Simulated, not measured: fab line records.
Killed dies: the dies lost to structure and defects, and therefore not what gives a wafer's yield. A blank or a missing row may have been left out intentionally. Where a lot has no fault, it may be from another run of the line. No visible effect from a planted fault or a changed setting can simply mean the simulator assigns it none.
fab line records	flow sky130
record: lots: 5	wafers: 14	last-day: 52
route steps=708 shown METAL4@629 VIA4@639 METAL5@661 PAD_OPEN@708
lots untouched by any fault: they come from a run of this same line in which no faults occurred
start-h: hours from the record's opening day to when the first of the lot's shown wafers began	wait-h: hours from the lot's prior step to this one	" the same as in the row above	L1.1+2: a row that stands for several wafers	- no value, or no start was given	* or withheld: withheld	< > ~ a bound
route shown NAME@n: a module of which the file shows steps, and the number in the route of the first	usual: mean and standard deviation over wafers with no fault	same: alike in all rows	chamber/n: place in a boat	sites: per-site readings	_std_site: the standard deviation of these	_edge_site: mean of outer sites minus mean of inner sites	radius-mm: how far each site lies from the wafer's centre	mask NAME#n: copy n	behind: the tool/chamber that last shaped the wafer	hold: why the lot was held/for how many hours/how that ended	device: names the non-switching transistor (n, p or np)	end of line: the same wafers' tests at the end of the route	a step given without rows: its recipe and nothing more	killed: at the first sort, the dies lost to defects and structure; wafer yield is something else	map: a wafer's dies, marking killed ones x, the rest . and places with no die _
set.NAME: the run value of the setting; set.NAME@STEP: its run value at that earlier step	model.NAME: the simulator's own value behind a step, which no gauge read
lots at selected steps of the route; one table per step, one row per wafer
services: when a tool's chamber went out of use (start-h, in hours from the record's first day, below 0 if earlier), for how many hours, and the reason
== steps ==
step: SKY_METAL4_CD_MEAS_13
recipe: target-cd-nm: 300
usual: cd-nm: 300.0/1.4
lot.wafer	tool	chamber	start-h	wait-h	cd-nm
L287.1	cd-sem-01	-	1030.52	-	299.2
L287.3	"	-	"	"	299.2
L287.6	"	-	"	"	299.2
L290.4	cd-sem-02	-	1042.48	-	303.0
L290.5	"	-	"	"	303.8
L290.6	"	-	"	"	302.3
L299.1	cd-sem-02	-	1151.82	-	299.3
L299.3	"	-	"	"	300.0
L299.6	"	-	"	"	297.0
L302.1	cd-sem-02	-	1163.92	-	300.5
L302.6	"	-	"	"	300.4
L308.2	cd-sem-02	-	1167.34	-	297.6
L308.5	"	-	"	"	297.7
L308.6	"	-	"	"	297.2
step: SKY_METAL4_OVL_MEAS_14
usual: METAL4_OVL: 1/5.1
lot.wafer	tool	chamber	start-h	wait-h	METAL4_OVL[nm]
L287.1	overlay-02	-	1030.64	0.1	-3
L287.3	"	-	"	"	-2
L287.6	"	-	"	"	4
L290.4	overlay-01	-	1042.56	0.1	-3
L290.5	"	-	"	"	1
L290.6	"	-	"	"	-3
L299.1	overlay-01	-	1151.94	0.1	-5
L299.3	"	-	"	"	-14
L299.6	"	-	"	"	-5
L302.1	overlay-01	-	1164.04	0.1	-3
L302.6	"	-	"	"	9
L308.2	overlay-01	-	1167.44	0.1	1
L308.5	"	-	"	"	-5
L308.6	"	-	"	"	0
step: SKY_METAL4_DESCUM_15
recipe: chemistry: O2	source-power-w: 150	bias-power-w: 0	pressure-mtorr: 10	temp-c: 40	time-s: 8
usual: drypump-motor-current-A: 5.6/0.33	he-backside-leak-sccm: 3.29/0.24	oes-product-au: 0.995/0.014
lot.wafer	tool	chamber	start-h	wait-h	drypump-motor-current-A	he-backside-leak-sccm	oes-product-au	rf-hours-counter-h
L287.1	rie-metal-03	0	1030.68	0.0	5.7	2.97	1.003	15
L287.3	"	0	"	"	5.7	3.16	1.000	-
L287.6	"	0	"	"	5.7	3.00	1.007	-
L290.4	rie-metal-02	0	1042.59	0.0	5.9	3.22	0.979	-
L290.5	"	0	"	"	5.9	3.19	0.982	-
L290.6	"	1	"	"	5.6	3.34	0.994	-
L299.1	rie-metal-03	1	1151.98	0.0	5.0	3.26	0.989	6
L299.3	"	1	"	"	5.0	3.28	1.000	-
L299.6	"	1	"	"	5.0	3.19	1.007	-
L302.1	rie-metal-03	1	1164.08	0.0	5.0	3.35	0.997	8
L302.6	"	1	"	"	5.0	3.38	0.994	-
L308.2	rie-metal-02	1	1167.49	0.0	5.5	3.36	1.000	-
L308.5	"	1	"	"	5.5	3.47	1.010	-
L308.6	"	1	"	"	5.5	3.43	1.008	-
step: SKY_METAL4_ETCH_16
recipe: chemistry: N2/H2	target: BARC	ion-energy-ev: 200	bias-w: 100	pressure-mtorr: 30	n2-flow-sccm: 100	h2-flow-sccm: 200	icp-w: 500	stop-on: SiO2	time-s: 88.2	target-depth-a: 600
step: SKY_METAL4_ETCH_17
recipe: target: SiO2	stop-on: TiN	chemistry: C4F8/O2/Ar	source-w: 1500	bias-w: 1200	pressure-mtorr: 40	c4f8-flow-sccm: withheld	O2_flow_sccm: 6	Ar_flow_sccm: 300	time-s: 3.9	target-depth-a: 150
usual: oes-product-au: 0.752/0.0076
lot.wafer	tool	chamber	start-h	wait-h	oes-product-au	rf-hours-counter-h
L287.1	rie-diel-04	0	1030.81	0.1	0.751	4
L287.3	"	3	"	"	0.742	13
L287.6	"	1	"	"	0.752	-
L290.4	rie-diel-04	1	1042.71	0.0	0.757	14
L290.5	"	2	"	"	0.756	-
L290.6	"	1	"	"	0.752	-
L299.1	rie-diel-04	0	1152.11	0.1	0.747	8
L299.3	"	2	"	"	0.751	10
L299.6	"	0	"	"	0.741	-
L302.1	rie-diel-03	1	1164.34	0.2	0.743	23
L302.6	"	0	"	"	0.762	-
L308.2	rie-diel-02	3	1167.73	0.1	0.743	20
L308.5	"	1	"	"	0.759	-
L308.6	"	0	"	"	0.757	-
step: SKY_METAL4_METAL_ETCH_18
recipe: target-depth-a: 8450	stop-on: SiO2	over-etch-frac: 0.3	time-s: 183.1	chemistry: Cl2/BCl3	resist-sidewall-deg: 88	pressure-mtorr: 10	icp-w: 900	bias-w: 48.5	Cl2_flow_sccm: 60	bcl3-flow-sccm: 30
step: SKY_METAL4_STRIP_19
recipe: chemistry: O2/N2	power-w: 1400	pressure-mtorr: 1500	platen-temp-c: withheld	o2-flow-sccm: 3000	n2-flow-sccm: 300	overash-fraction: 0.5
usual: drypump-motor-current-A: 5.48/0.28	n2-flow-sccm: 300.0/0.83	oes-product-au: 0.506/0.0065	strip-time-to-endpoint-s: 6.60/0.12
lot.wafer	tool	chamber	start-h	wait-h	drypump-motor-current-A	n2-flow-sccm	oes-product-au	rf-hours-counter-h	strip-time-to-endpoint-s
L287.1	plasma-asher-03	1	1031.00	0.1	5.13	299.3	0.485	113	6.26
L287.3	"	0	"	"	5.45	299.6	0.494	-	6.22
L287.6	"	0	"	"	5.47	299.6	0.512	-	6.57
L290.4	plasma-asher-03	1	1042.94	0.1	5.15	298.7	0.514	-	6.72
L290.5	"	1	"	"	5.15	299.6	0.499	-	6.55
L290.6	"	0	"	"	5.46	300.6	0.514	-	6.67
L299.1	plasma-asher-02	0	1152.30	0.1	5.82	300.8	0.507	35	6.57
L299.3	"	1	"	"	5.76	298.0	0.509	-	6.57
L299.6	"	0	"	"	5.80	299.1	0.504	-	6.56
L302.1	plasma-asher-03	1	1164.54	0.1	5.17	299.3	0.498	10	6.39
L302.6	"	0	"	"	5.44	299.3	0.506	-	6.76
L308.2	plasma-asher-03	1	1167.93	0.1	5.15	299.7	0.512	10	6.74
L308.5	"	1	"	"	5.15	299.2	0.507	-	6.74
L308.6	"	0	"	"	5.44	298.5	0.510	-	6.44
step: SKY_METAL4_STRIP_20
recipe: chemistry: post-etch-residue-remover	time-s: 1200	temp-c: 72.5
step: SKY_METAL4_CLEAN_21
recipe: chemistry: IPA	time-s: 180	temp-c: 25
step: SKY_METAL4_CLEAN_22
recipe: chemistry: O3/DIW	dry: n2-spin
step: SKY_VIA4_HDPCVD_00
recipe: material: SiO2	target-thk-nm: 1750	sigma-open-frac: 0.3	time-s: 291.7	temp-c: 400	sih4-flow-sccm: 60	pressure-mtorr: 6
step: SKY_VIA4_THK_MEAS_01
recipe: reads: SiO2_of_VIA4_HDPCVD_00
usual: VIA4_HDPCVD_THK: 1751/20
lot.wafer	tool	chamber	start-h	wait-h	VIA4_HDPCVD_THK[nm]
L287.1	film-metro-01	-	1031.77	0.1	1754
L287.3	"	-	"	"	1748
L287.6	"	-	"	"	1758
L290.4	film-metro-02	-	1044.13	0.0	1779
L290.5	"	-	"	"	1780
L290.6	"	-	"	"	1761
L299.1	film-metro-02	-	1153.07	0.1	1792
L299.3	"	-	"	"	1735
L299.6	"	-	"	"	1781
L302.1	film-metro-04	-	1165.32	0.1	1763
L302.6	"	-	"	"	1801
L308.2	film-metro-02	-	1168.82	0.1	1723
L308.5	"	-	"	"	1751
L308.6	"	-	"	"	1735
step: SKY_VIA4_CMP_02
recipe: material: SiO2	down-force-psi: 4	platen-rpm: 60	pad-velocity-m-s: 0.94248
usual: motor-current-A: 12.4/0.98	platen-rpm: 60.00/0.038	slurry-filter-dp-kPa: 13.49/0.14
lot.wafer	tool	chamber	start-h	wait-h	motor-current-A	platen-rpm	slurry-filter-dp-kPa	model.SiO2_of_VIA4_HDPCVD_00.thk-nm
L287.1	cmp-02	0	1031.83	0.1	11.2	60.02	13.44	579.3
L287.3	"	2	"	"	13.1	59.97	13.50	577.7
L287.6	"	1	"	"	11.9	60.03	13.85	582.3
L290.4	cmp-02	3	1044.31	0.2	12.6	60.06	13.39	579.2
L290.6	"	0	"	"	10.8	60.01	13.64	580.5
L290.5	"	1	"	"	11.8	60.00	13.57	583
L299.3	cmp-01	0	1153.13	0.0	13.2	59.96	13.48	580.4
L299.1	"	1	"	"	11.5	59.96	13.24	577.9
L299.6	"	0	"	"	13.4	59.99	13.35	579.2
L302.1	cmp-02	3	1165.53	0.2	12.9	60.02	13.43	637.7
L302.6	"	1	"	"	12.5	60.00	13.62	582.7
L308.2	cmp-01	1	1169.37	0.5	10.6	59.98	13.58	578.5
L308.6	"	3	"	"	12.0	60.02	13.51	577.5
L308.5	"	0	"	"	13.7	59.99	13.39	580.5
step: SKY_VIA4_BOW_MEAS_03
recipe: mode: bow
usual: VIA4_BOW: 80/7.9
lot.wafer	tool	chamber	start-h	wait-h	VIA4_BOW[um]
L287.1	film-metro-01	-	1032.13	0.2	70
L287.3	"	-	"	"	70
L287.6	"	-	"	"	73
L290.4	film-metro-02	-	1044.52	0.2	67
L290.5	"	-	"	"	84
L290.6	"	-	"	"	81
L299.1	film-metro-02	-	1153.43	0.2	86
L299.3	"	-	"	"	93
L299.6	"	-	"	"	91
L302.1	film-metro-01	-	1165.68	0.1	87
L302.6	"	-	"	"	77
L308.2	film-metro-04	-	1169.59	0.2	86
L308.5	"	-	"	"	80
L308.6	"	-	"	"	94
step: SKY_VIA4_DEHYDRATE_04
recipe: temp-c: 200	time-s: 60
step: SKY_VIA4_HMDS_05
recipe: prime-time-s: 60	prime-temp-c: 120
step: SKY_VIA4_COAT_06
recipe: resist: NOVOLAK	spin-rpm: 3000	resist-thk-nm: 1140
step: SKY_VIA4_SOFTBAKE_07
recipe: temp-c: 90	time-s: 60	resist: NOVOLAK
step: SKY_VIA4_EXPOSE_08
recipe: mask-id: VIM4	na: 0.6	source-shape: conventional	sigma-outer: 0.6	polarization: unpolarized	target-cd-nm: 800	dose-mj: 132
step: SKY_VIA4_PEB_09
recipe: temp-c: withheld	time-s: *	resist: NOVOLAK
step: SKY_VIA4_DEVELOP_10
recipe: resist: NOVOLAK	developer: TMAH	develop-time-s: 60	dev-temp-c: 23
step: SKY_VIA4_OVL_MEAS_11
usual: VIA4_OVL: 0.0/1.4
lot.wafer	tool	chamber	start-h	wait-h	VIA4_OVL[nm]
L287.1	overlay-01	-	1055.90	0.1	2.4
L287.3	"	-	"	"	3.1
L287.6	"	-	"	"	2.9
L290.4	overlay-02	-	1067.74	0.1	0.8
L290.5	"	-	"	"	0.8
L290.6	"	-	"	"	0.0
L299.1	overlay-01	-	1171.75	0.1	-0.4
L299.3	"	-	"	"	-0.4
L299.6	"	-	"	"	0.0
L302.1	overlay-02	-	1183.07	0.1	-1.5
L302.6	"	-	"	"	0.1
L308.2	overlay-02	-	1186.63	0.1	-0.6
L308.5	"	-	"	"	-1.6
L308.6	"	-	"	"	-2.5
step: SKY_VIA4_ETCH_12
recipe: target: SiO2	chemistry: C4F8/O2/Ar	stop-on: TiN	mask-material: NOVOLAK	source-w: 1500	bias-w: 1200	pressure-mtorr: 40	c4f8-flow-sccm: withheld	O2_flow_sccm: 6	Ar_flow_sccm: 300	time-s: withheld	target-depth-a: 5800
usual: oes-product-au: 0.926/0.0048
lot.wafer	tool	chamber	start-h	wait-h	oes-product-au	model.etch.depth-nm	model.VIA4.feature-depth-nm
L287.1	rie-diel-02	0	1055.93	0.0	0.919	579.3	579.3
L287.3	"	1	"	"	0.927	577.7	577.7
L287.6	"	2	"	"	0.922	582.3	582.3
L290.4	rie-diel-01	3	1067.79	0.0	0.925	579.2	579.2
L290.5	"	0	"	"	0.928	583	583
L290.6	"	2	"	"	0.924	580.5	580.5
L299.1	rie-diel-01	3	1171.78	0.0	0.923	577.9	577.9
L299.3	"	2	"	"	0.925	580.4	580.4
L299.6	"	0	"	"	0.917	579.2	579.2
L302.1	rie-diel-01	3	1183.11	0.0	0.972	637.7	637.7
L302.6	"	0	"	"	0.927	582.7	582.7
L308.2	rie-diel-03	0	1186.66	0.0	0.920	578.5	578.5
L308.5	"	2	"	"	0.931	580.5	580.5
L308.6	"	1	"	"	0.920	577.5	577.5
step: SKY_VIA4_STRIP_13
recipe: chemistry: O2/N2	power-w: 1400	pressure-mtorr: 1500	platen-temp-c: withheld	o2-flow-sccm: 3000	n2-flow-sccm: 300	overash-fraction: 0.5
usual: drypump-motor-current-A: 5.69/0.24	n2-flow-sccm: 300.0/0.85	oes-product-au: 0.710/0.0041	strip-time-to-endpoint-s: 12.81/0.033
lot.wafer	tool	chamber	start-h	wait-h	drypump-motor-current-A	n2-flow-sccm	oes-product-au	rf-hours-counter-h	strip-time-to-endpoint-s
L287.1	plasma-asher-01	0	1056.01	-	5.92	300.0	0.708	63	12.80
L287.3	"	1	"	"	5.78	299.6	0.713	-	12.79
L287.6	"	1	"	"	5.74	300.4	0.712	-	12.82
L290.4	plasma-asher-03	1	1067.86	-	5.16	299.4	0.707	-	12.75
L290.5	"	1	"	"	5.13	300.2	0.705	-	12.84
L290.6	"	0	"	"	5.46	301.5	0.709	-	12.82
L299.1	plasma-asher-03	0	1171.86	-	5.46	298.7	0.712	11	12.84
L299.3	"	0	"	"	5.46	300.4	0.712	-	12.82
L299.6	"	1	"	"	5.18	301.0	0.717	-	12.84
L302.1	plasma-asher-04	1	1183.18	-	5.78	299.7	0.711	109	12.82
L302.6	"	0	"	"	5.79	300.5	0.709	-	12.81
L308.2	plasma-asher-03	0	1186.73	-	5.45	299.3	0.710	12	12.82
L308.5	"	0	"	"	5.44	298.8	0.708	-	12.83
L308.6	"	1	"	"	5.16	301.0	0.705	-	12.87
step: SKY_VIA4_STRIP_14
recipe: chemistry: post-etch-residue-remover	time-s: 1200	temp-c: 72.5
step: SKY_VIA4_CLEAN_15
recipe: chemistry: IPA	time-s: 180	temp-c: 25
step: SKY_VIA4_CLEAN_16
recipe: chemistry: O3/DIW	dry: n2-spin
step: SKY_VIA4_SPUTTER_17
recipe: material: TiN	target-thk-nm: 20	chamber-pressure-pa: 5	power-w: 4000	time-s: 80
step: SKY_VIA4_CVD_18
recipe: material: W	target-thk-nm: 505	time-s: 152.14	temp-c: 400	pressure-torr: 40
step: SKY_VIA4_RS_MEAS_19
recipe: thk-meas-gauge: four-point-probe	reads: W_of_VIA4_CVD_18+TiN_of_VIA4_SPUTTER_17
usual: VIA4_W_RS: 0.227/0.0031
lot.wafer	tool	chamber	start-h	wait-h	VIA4_W_RS[ohm/sq]
L287.1	film-metro-01	-	1056.81	0.1	0.229
L287.3	"	-	"	"	0.230
L287.6	"	-	"	"	0.228
L290.4	film-metro-01	-	1068.79	0.1	0.228
L290.5	"	-	"	"	0.229
L290.6	"	-	"	"	0.227
L299.1	film-metro-04	-	1172.71	0.1	0.225
L299.3	"	-	"	"	0.227
L299.6	"	-	"	"	0.226
L302.1	film-metro-04	-	1183.98	0.1	0.228
L302.6	"	-	"	"	0.229
L308.2	film-metro-02	-	1187.55	0.1	0.227
L308.5	"	-	"	"	0.226
L308.6	"	-	"	"	0.226
step: SKY_VIA4_THK_MEAS_20
recipe: thk-meas-gauge: xrf	reads: W_of_VIA4_CVD_18
usual: VIA4_W_THK: 491/7.2
lot.wafer	tool	chamber	start-h	wait-h	VIA4_W_THK[nm]
L287.1	film-metro-01	-	1056.93	0.1	485
L287.3	"	-	"	"	484
L287.6	"	-	"	"	489
L290.4	film-metro-01	-	1068.88	0.1	487
L290.5	"	-	"	"	485
L290.6	"	-	"	"	490
L299.1	film-metro-04	-	1172.83	0.1	497
L299.3	"	-	"	"	490
L299.6	"	-	"	"	495
L302.1	film-metro-04	-	1184.10	0.1	487
L302.6	"	-	"	"	486
L308.2	film-metro-02	-	1187.66	0.1	492
L308.5	"	-	"	"	492
L308.6	"	-	"	"	493
step: SKY_VIA4_CMP_21
recipe: stop-on: SiO2	t-overpolish-s: 25	down-force-psi: 3.5	platen-rpm: 60	target-thk-nm: 0	pad-velocity-m-s: 0.94248
step: SKY_METAL5_SPUTTER_00
recipe: material: Ti	target-thk-nm: 15	power-w: 3000	time-s: 10	chamber-pressure-pa: 0.4
step: SKY_METAL5_SPUTTER_01
recipe: material: TiN	target-thk-nm: 20	power-w: 6500	time-s: 16.7	chamber-pressure-pa: 0.4
step: SKY_METAL5_SPUTTER_02
recipe: material: AlCu	target-thk-nm: 1150	power-w: 10600	time-s: 61.2	chamber-pressure-pa: 0.4
step: SKY_METAL5_SPUTTER_03
recipe: material: Ti	target-thk-nm: 5	power-w: 3000	time-s: 3.3	chamber-pressure-pa: 0.4
step: SKY_METAL5_SPUTTER_04
recipe: material: TiN	target-thk-nm: 70	power-w: 6500	time-s: 58.3	chamber-pressure-pa: 0.4
usual: throttle-valve-pct: 29.8/1.2
lot.wafer	tool	chamber	start-h	wait-h	throttle-valve-pct
L287.1	pvd-sputter-04	-	1057.41	0.0	29.7
L287.3	"	-	"	"	29.8
L287.6	"	-	"	"	29.0
L290.4	pvd-sputter-04	-	1069.41	0.0	29.5
L290.5	"	-	"	"	29.6
L290.6	"	-	"	"	29.7
L299.1	pvd-sputter-04	-	1173.30	0.0	29.3
L299.3	"	-	"	"	29.5
L299.6	"	-	"	"	29.0
L302.1	pvd-sputter-02	-	1184.58	0.0	30.3
L302.6	"	-	"	"	30.6
L308.2	pvd-sputter-04	-	1188.21	0.0	29.5
L308.5	"	-	"	"	29.7
L308.6	"	-	"	"	29.4
step: SKY_METAL5_RS_MEAS_05
recipe: thk-meas-gauge: four-point-probe	reads: TiN_of_METAL5_SPUTTER_04+Ti_of_METAL5_SPUTTER_03+AlCu_of_METAL5_SPUTTER_02+TiN_of_METAL5_SPUTTER_01+Ti_of_METAL5_SPUTTER_00
usual: METAL5_ALCU_RS: 0.0271/0.00041
lot.wafer	tool	chamber	start-h	wait-h	METAL5_ALCU_RS[ohm/sq]
L287.1	film-metro-03	-	1057.46	0.0	0.0272
L287.3	"	-	"	"	0.0277
L287.6	"	-	"	"	0.0275
L290.4	film-metro-03	-	1069.51	0.1	0.0273
L290.5	"	-	"	"	0.0271
L290.6	"	-	"	"	0.0275
L299.1	film-metro-02	-	1173.35	0.0	0.0274
L299.3	"	-	"	"	0.0276
L299.6	"	-	"	"	0.0273
L302.1	film-metro-03	-	1184.63	0.0	0.0263
L302.6	"	-	"	"	0.0268
L308.2	film-metro-01	-	1188.28	0.0	0.0269
L308.5	"	-	"	"	0.0277
L308.6	"	-	"	"	0.0270
step: SKY_METAL5_THK_MEAS_06
recipe: thk-meas-gauge: xrf	reads: AlCu_of_METAL5_SPUTTER_02
usual: METAL5_ALCU_THK: 1126/17
lot.wafer	tool	chamber	start-h	wait-h	METAL5_ALCU_THK[nm]
L287.1	film-metro-03	-	1057.58	0.1	1134
L287.3	"	-	"	"	1100
L287.6	"	-	"	"	1117
L290.4	film-metro-03	-	1069.60	0.1	1131
L290.5	"	-	"	"	1126
L290.6	"	-	"	"	1109
L299.1	film-metro-02	-	1173.47	0.1	1119
L299.3	"	-	"	"	1113
L299.6	"	-	"	"	1116
L302.1	film-metro-03	-	1184.75	0.1	1160
L302.6	"	-	"	"	1153
L308.2	film-metro-01	-	1188.39	0.1	1140
L308.5	"	-	"	"	1104
L308.6	"	-	"	"	1127
step: SKY_METAL5_DEHYDRATE_07
recipe: temp-c: 200	time-s: 60
step: SKY_METAL5_HMDS_08
recipe: prime-time-s: 60	prime-temp-c: 120
step: SKY_METAL5_COAT_09
recipe: resist: NOVOLAK	spin-rpm: 3000	resist-thk-nm: 1800
step: SKY_METAL5_METAL_ETCH_15
recipe: target-depth-a: 12600	stop-on: SiO2	over-etch-frac: 0.2	time-s: 252	chemistry: Cl2/BCl3	resist-sidewall-deg: 86	pressure-mtorr: 10	icp-w: 900	bias-w: 48.5	Cl2_flow_sccm: 60	bcl3-flow-sccm: 30
usual: bcl3-flow-sccm: 30.00/0.08	drypump-motor-current-A: 5.4/0.31	he-backside-leak-sccm: 3.30/0.22	oes-product-au: 0.894/0.0052	throttle-valve-pct: 22.263/0.01
lot.wafer	tool	chamber	start-h	wait-h	bcl3-flow-sccm	drypump-motor-current-A	he-backside-leak-sccm	oes-product-au	rf-hours-counter-h	throttle-valve-pct	model.SiO2_of_VIA4_HDPCVD_00.thk-nm
L287.1	rie-metal-01	0	1078.90	0.0	30.12	5.1	3.16	0.897	9	22.256	548.3
L287.3	"	0	"	"	29.92	5.1	3.14	0.884	-	22.263	546.8
L287.6	"	1	"	"	29.99	5.3	3.64	0.902	-	22.274	550.8
L290.4	rie-metal-03	0	1090.79	0.1	29.95	5.7	3.08	0.894	-	22.253	547.7
L290.5	"	1	"	"	30.15	5.0	3.39	0.888	-	22.271	552.7
L290.6	"	0	"	"	30.07	5.7	3.15	0.903	-	22.256	548.9
L299.1	rie-metal-01	1	1190.75	0.0	30.05	5.3	3.54	0.895	28	22.259	546.4
L299.3	"	1	"	"	29.97	5.2	3.74	0.897	-	22.263	549.1
L299.6	"	0	"	"	29.94	5.1	3.15	0.892	-	22.263	548.7
L302.1	rie-metal-02	1	1201.98	0.0	30.03	5.5	3.41	0.905	13	22.258	606.8
L302.6	"	0	"	"	30.01	5.9	3.22	0.897	-	22.248	552.2
L308.2	rie-metal-01	1	1205.38	0.0	30.06	5.3	3.77	0.893	30	22.254	547.3
L308.5	"	0	"	"	29.77	5.1	3.15	0.890	-	22.257	550.3
L308.6	"	1	"	"	30.11	5.2	3.68	0.899	-	22.250	546.3
step: SKY_PAD_OPEN_PROBE_99
lot.wafer	tool	chamber	start-h	wait-h	model.etest.via4-chain.rc-ohm
L287.1	prober-01	-	1126.21	0.1	0.7988
L287.3	prober-01	-	1126.31	0.2	0.7865
L287.6	prober-01	-	1126.46	0.2	0.7964
L290.4	prober-02	-	1138.25	0.2	0.7916
L290.5	prober-02	-	1138.30	0.2	0.7887
L290.6	prober-02	-	1138.35	0.2	0.7997
L302.1	prober-02	-	1239.39	0.1	1.272
L302.6	prober-02	-	1239.64	0.2	0.7837
L308.2	prober-01	-	1242.71	0.1	0.7945
L308.5	prober-01	-	1242.86	0.2	0.7863
L308.6	prober-01	-	1242.91	0.2	0.8151
killed by level:class
L287.1 VIA1:geometric-particle:open=9 CONTACT:geometric-particle:open=8 LI_CONTACT:geometric-particle:open=8 VIA3:geometric-particle:open=6 CONTACT:geometric-particle:short=5 FIELD_ISO:geometric-particle:short=4 FIELD_ISO:geometric-particle:open=3 METAL1:geometric-particle:short=3
L287.3 VIA1:geometric-particle:short=12 VIA1:geometric-particle:open=10 CONTACT:geometric-particle:open=9 CONTACT:geometric-particle:short=7 LI_CONTACT:geometric-particle:open=6 FIELD_ISO:geometric-particle:open=5 METAL1:geometric-particle:short=4 FIELD_ISO:geometric-particle:short=3
L287.6 CONTACT:geometric-particle:open=12 METAL2:geometric-particle:short=12 LI_CONTACT:geometric-particle:open=7 POLY_GATE:geometric-particle:open=6 POLY_GATE:geometric-particle:short=6 VIA3:geometric-particle:open=5 CONTACT:geometric-particle:short=4 METAL1:geometric-particle:short=4
L290.4 VIA1:geometric-particle:open=11 VIA2:geometric-particle:open=8 METAL1:geometric-particle:short=7 POLY_GATE:geometric-particle:open=6 VIA3:geometric-particle:open=6 LI_CONTACT:geometric-particle:open=5 METAL2:geometric-particle:short=5 METAL3:geometric-particle:short=5
L290.5 CONTACT:geometric-particle:open=12 VIA1:geometric-particle:open=9 VIA3:geometric-particle:open=7 POLY_GATE:geometric-particle:open=7 METAL2:geometric-particle:short=7 LOCAL_INTERCONNECT:geometric-particle:short=5 METAL1:geometric-particle:short=5 POLY_GATE:geometric-particle:short=4
L290.6 VIA3:geometric-particle:open=7 LI_CONTACT:geometric-particle:open=6 CONTACT:geometric-particle:open=6 VIA1:geometric-particle:open=6 METAL2:geometric-particle:short=6 POLY_GATE:geometric-particle:short=5 POLY_GATE:geometric-particle:open=5 VIA1:geometric-particle:short=5
L308.2 VIA1:geometric-particle:open=12 VIA2:geometric-particle:open=10 FIELD_ISO:geometric-particle:short=8 CONTACT:geometric-particle:open=7 VIA1:geometric-particle:short=6 LI_CONTACT:geometric-particle:open=5 VIA3:geometric-particle:open=5 POLY_GATE:geometric-particle:open=4
L308.5 VIA1:geometric-particle:open=14 LI_CONTACT:geometric-particle:open=7 VIA2:geometric-particle:open=7 POLY_GATE:geometric-particle:open=5 CONTACT:geometric-particle:short=5 VIA3:geometric-particle:open=5 FIELD_ISO:geometric-particle:short=4 CONTACT:geometric-particle:open=4
L308.6 VIA1:geometric-particle:open=15 LI_CONTACT:geometric-particle:open=12 CONTACT:geometric-particle:open=11 FIELD_ISO:geometric-particle:open=7 VIA3:geometric-particle:open=7 VIA2:geometric-particle:open=6 POLY_GATE:geometric-particle:open=5 METAL1:geometric-particle:short=5
== services ==
tool	chamber	start-h	hours	kind
rie-metal-03	0	1016.75	12.1	repair
rie-metal-02	-	1017.20	0.5	repair
plasma-asher-01	-	1021.66	14.6	pm
cmp-01	-	1025.01	0.5	repair
pvd-sputter-04	-	1035.67	1.0	repair
rie-metal-01	-	1038.66	0.5	repair
plasma-asher-03	-	1055.25	9.0	pm
pvd-sputter-04	-	1064.81	2.5	repair
rie-diel-01	-	1070.12	2.8	pm
cmp-02	-	1084.15	4.0	pm
rie-metal-02	-	1104.26	14.6	pm
rie-diel-01	2	1104.72	2.4	repair
pvd-sputter-04	-	1107.19	1.0	repair
rie-diel-04	0	1130.42	5.8	repair
rie-diel-04	1	1148.80	5.3	repair
cmp-02	-	1152.42	0.9	repair
cmp-02	-	1155.33	0.5	repair
rie-metal-03	0	1158.62	60.7	repair
cmp-01	-	1165.58	3.1	repair
rie-diel-02	3	1176.63	8.5	repair
cmp-02	-	1178.79	0.6	repair
rie-diel-04	-	1181.37	4.0	pm
cmp-01	-	1195.33	4.0	pm
rie-diel-03	1	1198.78	5.1	repair
== key ==
first-sign: step: SKY_VIA4_ETCH_12	reading: oes-product-au	direction: up	sigmas: 9.7	usual: 0.926	struck: 0.972
effect none on later readings
model-effect: step: SKY_VIA4_CMP_02	value: SiO2_of_VIA4_HDPCVD_00.thk-nm	without: 579.7	struck: 637.7
model-effect: step: SKY_VIA4_ETCH_12	value: etch.depth-nm	without: 579.7	struck: 637.7
model-effect: step: SKY_METAL5_METAL_ETCH_15	value: SiO2_of_VIA4_HDPCVD_00.thk-nm	without: 548.8	struck: 606.8
model-effect: step: SKY_PAD_OPEN_PROBE_99	value: etest.via4-chain.rc-ohm	without: 0.821	struck: 1.272
met-at SKY_VIA4_CMP_02
struck-wafers L302.1
sort-left-out L302.1
onset-between 1044.31 1165.53
fault: kind: process-parameter-drift	tool: cmp-02	chamber: -	onset-h: 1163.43	steps: SKY_VIA4_CMP_02	channel: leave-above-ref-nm	offset: 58	shape: step	end-h: 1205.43	scope: struck-wafers-only	acts-in: these-recipes-only	stated: 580
sort-left-out: the simulated sort isn't trusted on such a fault, so these wafers' sort isn't shown, and their yield isn't known
